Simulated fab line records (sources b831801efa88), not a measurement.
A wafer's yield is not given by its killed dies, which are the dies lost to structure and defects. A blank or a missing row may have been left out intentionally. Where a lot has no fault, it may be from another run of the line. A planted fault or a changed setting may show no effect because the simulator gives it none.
fab line records + flow gf180mcu
record
- lots=14
- wafers=42
- lastDay=34
route steps=602 shown M3@414 V3@444 V4@498 MIM@508
lots with no fault: from the same line, run without faults
startH: hours from the record's first day to the start of the lot's first wafer shown + waitH: time in hours since the lot's previous step + " unchanged from the row above + L1.1+2: a row that stands for several wafers + - value missing, or start not given + * or withheld: withheld + < > ~ a bound
route shown NAME@n: names a module that has steps shown in the file, with the first one's number in the route + usual: the fault-free wafers' mean and standard deviation + same: alike in all rows + chamber/n: place in a boat + sites: per-site readings + _std_site: their standard deviation + _edge_site: outer sites' mean less inner sites' + radiusMm: for every site, how far away it sits from the centre of the wafer + mask NAME#n: copy n + behind: the most recent tool/chamber to have shaped the wafer + hold: why the lot was held/for how many hours/how that ended + device: names the non-switching transistor (n, p or np) + end of line: the route-end tests of the same wafers + step lacking rows: just its recipe + killed: count of dies lost to structure and defects at first sort (not the wafer's yield) + map: shows each die of a wafer: x if killed, . if not, _ if none is there
set.NAME: setting as actually run; set.NAME@STEP: the setting as run at that earlier step + model.NAME: the simulator's own value behind a step, which no gauge read
the route's steps for a sample of lots (tables are steps, rows are wafers)
services: the hour from which a tool's chamber was out of use, counted from the record's first day as startH (under 0 if before that day), plus the number of hours and why
## steps
# step GF_M3_RS_MEAS_05
# recipe
- thkMeasGauge=four-point-probe
- reads=TiN_of_M3_SPUTTER_04+Ti_of_M3_SPUTTER_03+AlCu_of_M3_SPUTTER_02+TiN_of_M3_SPUTTER_01+Ti_of_M3_SPUTTER_00
# usual
- M3_ALCU_RS=0.0698/0.00092
| lot.wafer | tool         | chamber | startH | waitH | M3_ALCU_RS[ohm/sq] |
|-----------|--------------|---------|--------|-------|--------------------|
| L590.1    | filmMetro-04 | -       | 465.98 | 0.0   | 0.0696             |
| L590.2    | "            | -       | "      | "     | 0.0703             |
| L590.3    | "            | -       | "      | "     | 0.0696             |
| L591.3    | filmMetro-01 | -       | 471.44 | 0.1   | 0.0701             |
| L591.4    | "            | -       | "      | "     | 0.0697             |
| L591.6    | "            | -       | "      | "     | 0.0705             |
| L592.2    | filmMetro-01 | -       | 481.06 | 0.0   | 0.0693             |
| L592.3    | "            | -       | "      | "     | 0.0694             |
| L592.6    | "            | -       | "      | "     | 0.0696             |
| L593.1    | filmMetro-03 | -       | 501.61 | 0.0   | 0.0698             |
| L593.2    | "            | -       | "      | "     | 0.0696             |
| L593.5    | "            | -       | "      | "     | 0.0698             |
| L594.2    | filmMetro-04 | -       | 512.34 | 0.0   | 0.0700             |
| L594.3    | "            | -       | "      | "     | 0.0701             |
| L594.6    | "            | -       | "      | "     | 0.0706             |
| L603.1    | filmMetro-04 | -       | 581.26 | 0.0   | 0.0689             |
| L603.4    | "            | -       | "      | "     | 0.0702             |
| L603.6    | "            | -       | "      | "     | 0.0707             |
| L604.3    | filmMetro-04 | -       | 587.61 | 0.1   | 0.0717             |
| L604.4    | "            | -       | "      | "     | 0.0722             |
| L604.5    | "            | -       | "      | "     | 0.0718             |
| L605.2    | filmMetro-01 | -       | 594.88 | 0.0   | 0.0681             |
| L605.5    | "            | -       | "      | "     | 0.0690             |
| L605.6    | "            | -       | "      | "     | 0.0687             |
| L606.1    | filmMetro-03 | -       | 603.82 | 0.0   | 0.0698             |
| L606.2    | "            | -       | "      | "     | 0.0704             |
| L606.4    | "            | -       | "      | "     | 0.0703             |
| L608.2    | filmMetro-04 | -       | 623.93 | 0.0   | 0.0711             |
| L608.3    | "            | -       | "      | "     | 0.0707             |
| L608.4    | "            | -       | "      | "     | 0.0704             |
| L610.2    | filmMetro-03 | -       | 629.43 | 0.0   | 0.0715             |
| L610.5    | "            | -       | "      | "     | 0.0717             |
| L610.6    | "            | -       | "      | "     | 0.0715             |
| L611.2    | filmMetro-01 | -       | 636.48 | 0.0   | 0.0706             |
| L611.5    | "            | -       | "      | "     | 0.0693             |
| L611.6    | "            | -       | "      | "     | 0.0709             |
| L612.1    | filmMetro-01 | -       | 641.39 | 0.0   | 0.0685             |
| L612.3    | "            | -       | "      | "     | 0.0688             |
| L612.5    | "            | -       | "      | "     | 0.0687             |
| L613.1    | filmMetro-01 | -       | 652.82 | 0.0   | 0.0708             |
| L613.2    | "            | -       | "      | "     | 0.0698             |
| L613.5    | "            | -       | "      | "     | 0.0696             |
# step GF_V3_OVL_MEAS_15
# usual
- V3_OVL=-1/5
| lot.wafer | tool       | chamber | startH | waitH | V3_OVL[nm] |
|-----------|------------|---------|--------|-------|------------|
| L590.1    | overlay-02 | -       | 515.51 | 0.1   | 0          |
| L590.2    | "          | -       | "      | "     | -5         |
| L590.3    | "          | -       | "      | "     | 2          |
| L591.3    | overlay-02 | -       | 520.59 | 0.1   | 1          |
| L591.4    | "          | -       | "      | "     | -6         |
| L591.6    | "          | -       | "      | "     | -4         |
| L592.2    | overlay-01 | -       | 530.04 | 0.1   | 13         |
| L592.3    | "          | -       | "      | "     | 4          |
| L592.6    | "          | -       | "      | "     | 5          |
| L593.1    | overlay-01 | -       | 548.98 | 0.1   | -6         |
| L593.2    | "          | -       | "      | "     | 3          |
| L593.5    | "          | -       | "      | "     | -3         |
| L594.2    | overlay-02 | -       | 558.04 | 0.1   | 2          |
| L594.3    | "          | -       | "      | "     | -1         |
| L594.6    | "          | -       | "      | "     | 0          |
| L603.1    | overlay-01 | -       | 624.81 | 0.1   | -5         |
| L603.4    | "          | -       | "      | "     | -2         |
| L603.6    | "          | -       | "      | "     | -4         |
| L604.3    | overlay-02 | -       | 630.27 | 0.1   | -2         |
| L604.4    | "          | -       | "      | "     | -15        |
| L604.5    | "          | -       | "      | "     | -6         |
| L605.2    | overlay-02 | -       | 637.09 | 0.1   | -5         |
| L605.5    | "          | -       | "      | "     | 2          |
| L605.6    | "          | -       | "      | "     | -8         |
| L606.1    | overlay-02 | -       | 646.66 | 0.1   | -1         |
| L606.2    | "          | -       | "      | "     | 1          |
| L606.4    | "          | -       | "      | "     | -13        |
| L608.2    | overlay-02 | -       | 665.19 | 0.1   | -6         |
| L608.3    | "          | -       | "      | "     | -6         |
| L608.4    | "          | -       | "      | "     | -4         |
| L610.2    | overlay-01 | -       | 669.77 | 0.1   | -1         |
| L610.5    | "          | -       | "      | "     | 2          |
| L610.6    | "          | -       | "      | "     | -2         |
| L611.2    | overlay-02 | -       | 676.89 | 0.1   | -4         |
| L611.5    | "          | -       | "      | "     | -4         |
| L611.6    | "          | -       | "      | "     | -1         |
| L612.1    | overlay-01 | -       | 681.61 | 0.1   | 7          |
| L612.3    | "          | -       | "      | "     | 14         |
| L612.5    | "          | -       | "      | "     | 8          |
| L613.1    | overlay-01 | -       | 692.08 | 0.1   | -12        |
| L613.2    | "          | -       | "      | "     | -9         |
| L613.5    | "          | -       | "      | "     | -9         |
# step GF_V4_SPUTTER_22
# recipe
- material=TiN
- targetThkNm=10
- chamberPressurePa=5
- powerW=4000
- timeS=40
# usual
- cathodeDcPowerW=4000.1/0.73
- chamberPressurePa=5.000/0.011
- throttleValvePct=30.6/0.92
| lot.wafer | tool          | chamber | startH | waitH | cathodeDcPowerW | chamberPressurePa | throttleValvePct |
|-----------|---------------|---------|--------|-------|-----------------|-------------------|------------------|
| L590.1    | pvdSputter-02 | -       | 576.67 | 0.0   | 3998.4          | 4.996             | 30.4             |
| L590.2    | "             | -       | "      | "     | 3999.0          | 5.008             | 31.8             |
| L590.3    | "             | -       | "      | "     | 3999.5          | 5.027             | 29.8             |
| L591.3    | pvdSputter-01 | -       | 578.44 | 0.0   | 4001.4          | 5.000             | 31.3             |
| L591.4    | "             | -       | "      | "     | 4000.1          | 5.003             | 29.5             |
| L591.6    | "             | -       | "      | "     | 3999.9          | 4.988             | 29.5             |
| L592.2    | pvdSputter-01 | -       | 579.74 | 0.0   | 4001.4          | 4.984             | 29.6             |
| L592.3    | "             | -       | "      | "     | 4001.2          | 4.974             | 29.7             |
| L592.6    | "             | -       | "      | "     | 4000.5          | 4.994             | 29.7             |
| L593.1    | pvdSputter-02 | -       | 595.80 | 0.0   | -               | -                 | -                |
| L593.2    | "             | -       | "      | "     | -               | -                 | -                |
| L593.5    | "             | -       | "      | "     | -               | -                 | -                |
| L594.2    | pvdSputter-02 | -       | 605.14 | 0.0   | -               | -                 | -                |
| L594.3    | "             | -       | "      | "     | -               | -                 | -                |
| L594.6    | "             | -       | "      | "     | -               | -                 | -                |
| L603.1    | pvdSputter-02 | -       | 668.69 | 0.0   | 4000.6          | 5.004             | 32.0             |
| L603.4    | "             | -       | "      | "     | 4000.0          | 4.982             | 30.2             |
| L603.6    | "             | -       | "      | "     | 3999.8          | 4.997             | 30.0             |
| L604.3    | pvdSputter-02 | -       | 673.30 | 0.0   | 4001.5          | 4.997             | 30.0             |
| L604.4    | "             | -       | "      | "     | 4000.2          | 5.011             | 31.7             |
| L604.5    | "             | -       | "      | "     | 4000.0          | 5.024             | 32.1             |
| L605.2    | pvdSputter-04 | -       | 679.45 | 0.0   | 3998.8          | 4.990             | 32.3             |
| L605.5    | "             | -       | "      | "     | 3999.5          | 5.012             | 30.2             |
| L605.6    | "             | -       | "      | "     | 4000.7          | 4.992             | 32.0             |
| L606.1    | pvdSputter-01 | -       | 688.41 | 0.0   | 4000.9          | 5.013             | 29.1             |
| L606.2    | "             | -       | "      | "     | 3999.0          | 4.991             | 29.4             |
| L606.4    | "             | -       | "      | "     | 3998.7          | 4.995             | 31.1             |
| L608.2    | pvdSputter-04 | -       | 706.87 | 0.0   | 3999.9          | 5.000             | 32.5             |
| L608.3    | "             | -       | "      | "     | 3999.8          | 5.019             | 30.4             |
| L608.4    | "             | -       | "      | "     | 4000.4          | 5.012             | 31.4             |
| L610.2    | pvdSputter-01 | -       | 712.10 | 0.0   | 3999.9          | 5.002             | 29.9             |
| L610.5    | "             | -       | "      | "     | 4000.0          | 4.979             | 31.2             |
| L610.6    | "             | -       | "      | "     | 3999.9          | 4.994             | 29.7             |
| L611.2    | pvdSputter-01 | -       | 717.32 | 0.0   | 4000.5          | 4.982             | 29.0             |
| L611.5    | "             | -       | "      | "     | 3999.9          | 4.994             | 31.3             |
| L611.6    | "             | -       | "      | "     | 4000.6          | 4.983             | 29.3             |
| L612.1    | pvdSputter-04 | -       | 722.47 | 0.0   | 3999.7          | 4.987             | 29.6             |
| L612.3    | "             | -       | "      | "     | 3999.6          | 4.982             | 30.9             |
| L612.5    | "             | -       | "      | "     | 3999.8          | 4.989             | 29.6             |
| L613.1    | pvdSputter-02 | -       | 732.50 | 0.0   | 4000.8          | 5.001             | 30.1             |
| L613.2    | "             | -       | "      | "     | 4000.2          | 4.994             | 30.4             |
| L613.5    | "             | -       | "      | "     | 3998.9          | 4.994             | 30.3             |
# step GF_MIM_CVD_05
# recipe
- material=Si3N4
- targetThkNm=42
- tempMaxC=400
- tempC=385
- timeS=29.086
- rfW=450
# usual
- heaterPowerW=673/65
| lot.wafer | tool     | chamber | startH | waitH | heaterPowerW |
|-----------|----------|---------|--------|-------|--------------|
| L590.1    | pecvd-03 | 1       | 577.52 | 0.0   | 675          |
| L590.2    | "        | 2       | "      | "     | 683          |
| L590.3    | "        | 0       | "      | "     | 618          |
| L591.3    | pecvd-04 | 1       | 579.29 | 0.0   | 674          |
| L591.4    | "        | 2       | "      | "     | 784          |
| L591.6    | "        | 0       | "      | "     | 591          |
| L592.2    | pecvd-03 | 1       | 580.59 | 0.0   | 614          |
| L592.3    | "        | 0       | "      | "     | 611          |
| L592.6    | "        | 2       | "      | "     | 716          |
| L603.1    | pecvd-03 | 0       | 669.54 | 0.0   | 614          |
| L603.4    | "        | 1       | "      | "     | 593          |
| L603.6    | "        | 2       | "      | "     | 691          |
| L604.3    | pecvd-03 | 1       | 674.15 | 0.0   | 578          |
| L604.4    | "        | 1       | "      | "     | 572          |
| L604.5    | "        | 0       | "      | "     | 626          |
| L605.2    | pecvd-02 | 1       | 680.30 | 0.0   | 626          |
| L605.5    | "        | 2       | "      | "     | 777          |
| L605.6    | "        | 0       | "      | "     | 687          |
| L606.1    | pecvd-04 | 0       | 689.27 | 0.0   | 581          |
| L606.2    | "        | 1       | "      | "     | 675          |
| L606.4    | "        | 1       | "      | "     | 674          |
| L608.2    | pecvd-02 | 1       | 707.72 | 0.0   | 682          |
| L608.3    | "        | 0       | "      | "     | 694          |
| L608.4    | "        | 0       | "      | "     | 695          |
| L610.2    | pecvd-03 | 2       | 712.96 | 0.0   | 673          |
| L610.5    | "        | 2       | "      | "     | 662          |
| L610.6    | "        | 1       | "      | "     | 647          |
| L611.2    | pecvd-02 | 1       | 718.17 | 0.0   | 745          |
| L611.5    | "        | 0       | "      | "     | 813          |
| L611.6    | "        | 2       | "      | "     | 713          |
| L612.1    | pecvd-03 | 0       | 723.32 | 0.0   | 626          |
| L612.3    | "        | 1       | "      | "     | 645          |
| L612.5    | "        | 2       | "      | "     | 701          |
| L613.1    | pecvd-04 | 1       | 733.35 | 0.0   | 666          |
| L613.2    | "        | 0       | "      | "     | 662          |
| L613.5    | "        | 1       | "      | "     | 685          |
## services
| tool          | chamber | startH | hours | kind        |
|---------------|---------|--------|-------|-------------|
| pvdSputter-01 | -       | 572.49 | 0.8   | repair      |
| pvdSputter-04 | -       | 582.23 | 1.4   | repair      |
| pecvd-02      | 1       | 591.10 | 3.8   | repair      |
| pecvd-02      | 0       | 593.89 | 1.9   | repair      |
| pecvd-04      | 1       | 619.09 | 1.8   | repair      |
| pecvd-02      | -       | 684.05 | 0.8   | repair      |
| pecvd-02      | -       | 689.79 | 1.6   | repair      |
| pvdSputter-01 | -       | 712.47 | 1.2   | repair      |
| pecvd-04      | 0       | 722.95 | -     | calibration |
## key
firstSign
- step=GF_V4_SPUTTER_22
- reading=toolRecord
- direction=missing
effect none on later readings
metAt GF_V4_SPUTTER_22
struckLots L593,L594
laterRowsLeftOut L593.1,L593.2,L593.5,L594.2,L594.3,L594.6
sortLeftOut L593.1,L593.2,L593.5,L594.2,L594.3,L594.6
notActingAt GF_M3_RS_MEAS_05,GF_V3_OVL_MEAS_15,GF_MIM_CVD_05
onsetBetween 576.67 595.80
fault
- kind=skippedStepWhole
- tool=pvdSputter-02
- chamber=-
- onsetH=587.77
- steps=GF_V4_SPUTTER_22
- scope=struckLotsOnly
# sortLeftOut: the simulated sort isn't trusted on such a fault, so these wafers' sort isn't shown, and their yield isn't known
# laterRowsLeftOut: the simulator's readings of these wafers behind a module that went badly wrong aren't trusted and aren't shown, but for the sort
